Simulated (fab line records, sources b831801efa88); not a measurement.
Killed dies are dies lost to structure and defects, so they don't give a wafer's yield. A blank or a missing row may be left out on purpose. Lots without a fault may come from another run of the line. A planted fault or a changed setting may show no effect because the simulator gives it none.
Tool commonality check | flow gf180mcu | 12 lots, 36 wafers sampled

WHY IT WAS OPENED
At GF_VT_IMPLANT_TW_MEAS_32 the reading VT_IMPLANT_3_TW is flagged on 1 of 12 lots. Wafers without a fault read 273, standard deviation 3.2.
Rule: a lot is flagged when every wafer of it that has a number lies more than 4 standard deviations from that mean, or none has a number. The other lots count as sound.

lot  | measured     | on            | VT_IMPLANT_3_TW, wafer by wafer | flag
L872 | day 7 00:57  | film_metro-03 | 269 269 270                     |
L874 | day 7 09:25  | film_metro-02 | 279 278 279                     |
L875 | day 7 17:15  | film_metro-01 | 272 271 270                     |
L876 | day 7 22:56  | film_metro-01 | 271 270 270                     |
L877 | day 8 04:59  | film_metro-02 | 277 275 276                     |
L879 | day 8 19:07  | film_metro-03 | 270 270 269                     |
L880 | day 9 01:33  | film_metro-02 | 31 31 31                        | FLAGGED
L890 | day 11 18:58 | film_metro-03 | 270 271 269                     |
L891 | day 12 04:11 | film_metro-02 | 277 279 276                     |
L892 | day 12 06:21 | film_metro-03 | 272 271 271                     |
L893 | day 12 15:47 | film_metro-01 | 271 271 270                     |
L894 | day 12 23:46 | film_metro-01 | 272 272 271                     |
The numbers of the flagged lots are 31 on average: -242 against the usual, or -76 standard deviations.

WHICH TOOL RAN EACH LOT
The record holds 2 process steps before the reading, out of a route of 602 steps. In each cell: the tool, then ch and the chambers that the sampled wafers went through, then the start.
lot  | flag    | GF_STI_ETCH_14                  | GF_VT_IMPLANT_EXPOSE_26
L872 |         | rie_si-02 ch 2,3, day 2 02:59   | iline_stepper-01 ch 0, day 6 16:57
L874 |         | rie_si-01 ch 0,3, day 2 11:08   | iline_stepper-02 ch 0, day 7 01:16
L875 |         | rie_si-02 ch 0,1,2, day 2 16:52 | iline_stepper-02 ch 0, day 7 09:04
L876 |         | rie_si-01 ch 1,3, day 2 21:53   | iline_stepper-01 ch 0, day 7 14:18
L877 |         | rie_si-02 ch 0,1,2, day 3 03:29 | iline_stepper-01 ch 0, day 7 21:22
L879 |         | rie_si-02 ch 0,1, day 3 13:37   | iline_stepper-01 ch 0, day 8 10:49
L880 | FLAGGED | rie_si-01 ch 0,2,3, day 3 18:35 | iline_stepper-02 ch 0, day 8 17:38
L890 |         | rie_si-01 ch 0,1,3, day 5 22:04 | iline_stepper-01 ch 0, day 11 08:59
L891 |         | rie_si-01 ch 0,1,3, day 6 04:46 | iline_stepper-02 ch 0, day 11 18:43
L892 |         | rie_si-01 ch 0,1,2, day 6 08:47 | iline_stepper-02 ch 0, day 11 20:58
L893 |         | rie_si-02 ch 0,1,3, day 6 14:28 | iline_stepper-02 ch 0, day 12 06:02
L894 |         | rie_si-02 ch 1,3, day 6 19:52   | iline_stepper-01 ch 0, day 12 13:26
What these steps do:
- GF_STI_ETCH_14: etches Si in HBr/Cl2/O2, target depth 360 nm, time 102.9 s.
- GF_VT_IMPLANT_EXPOSE_26: exposes mask LVPWELL HV AREA, target cd 860 nm.
- GF_VT_IMPLANT_TW_MEAS_32

FLAGGED OVER TOTAL, TOOL BY TOOL (the gauges that took the reading come last)
step                     | tool             | lots run | flagged | share of the flagged lots | sound lots run after its first flagged lot
GF_STI_ETCH_14           | rie_si-01        | 6        | 1       | all                       | 3 (L890,L891,L892)
GF_STI_ETCH_14           | rie_si-02        | 6        | 0       | none                      | -
GF_VT_IMPLANT_EXPOSE_26  | iline_stepper-01 | 6        | 0       | none                      | -
GF_VT_IMPLANT_EXPOSE_26  | iline_stepper-02 | 6        | 1       | all                       | 3 (L891,L892,L893)
GF_VT_IMPLANT_TW_MEAS_32 | film_metro-01    | 4        | 0       | none                      | -
GF_VT_IMPLANT_TW_MEAS_32 | film_metro-02    | 4        | 1       | all                       | 1 (L891)
GF_VT_IMPLANT_TW_MEAS_32 | film_metro-03    | 4        | 0       | none                      | -

WHAT THE TABLE ALLOWS
3 rows of the table ran every flagged lot: rie_si-01 at GF_STI_ETCH_14, iline_stepper-02 at GF_VT_IMPLANT_EXPOSE_26, film_metro-02 at GF_VT_IMPLANT_TW_MEAS_32.
- rie_si-01 at GF_STI_ETCH_14: 1 of its 6 lots flagged. Sound lots ran on it after the first flagged one (L890, L891, L892), which a lasting fault on the whole tool wouldn't allow.
- iline_stepper-02 at GF_VT_IMPLANT_EXPOSE_26: 1 of its 6 lots flagged. Sound lots ran on it after the first flagged one (L891, L892, L893), which a lasting fault on the whole tool wouldn't allow.
- film_metro-02 at GF_VT_IMPLANT_TW_MEAS_32: 1 of its 4 lots flagged. Sound lots ran on it after the first flagged one (L891), which a lasting fault on the whole tool wouldn't allow.
No row of the table ran every flagged lot and no sound lot after the first.

WHAT THE SIMULATOR HAD PUT IN
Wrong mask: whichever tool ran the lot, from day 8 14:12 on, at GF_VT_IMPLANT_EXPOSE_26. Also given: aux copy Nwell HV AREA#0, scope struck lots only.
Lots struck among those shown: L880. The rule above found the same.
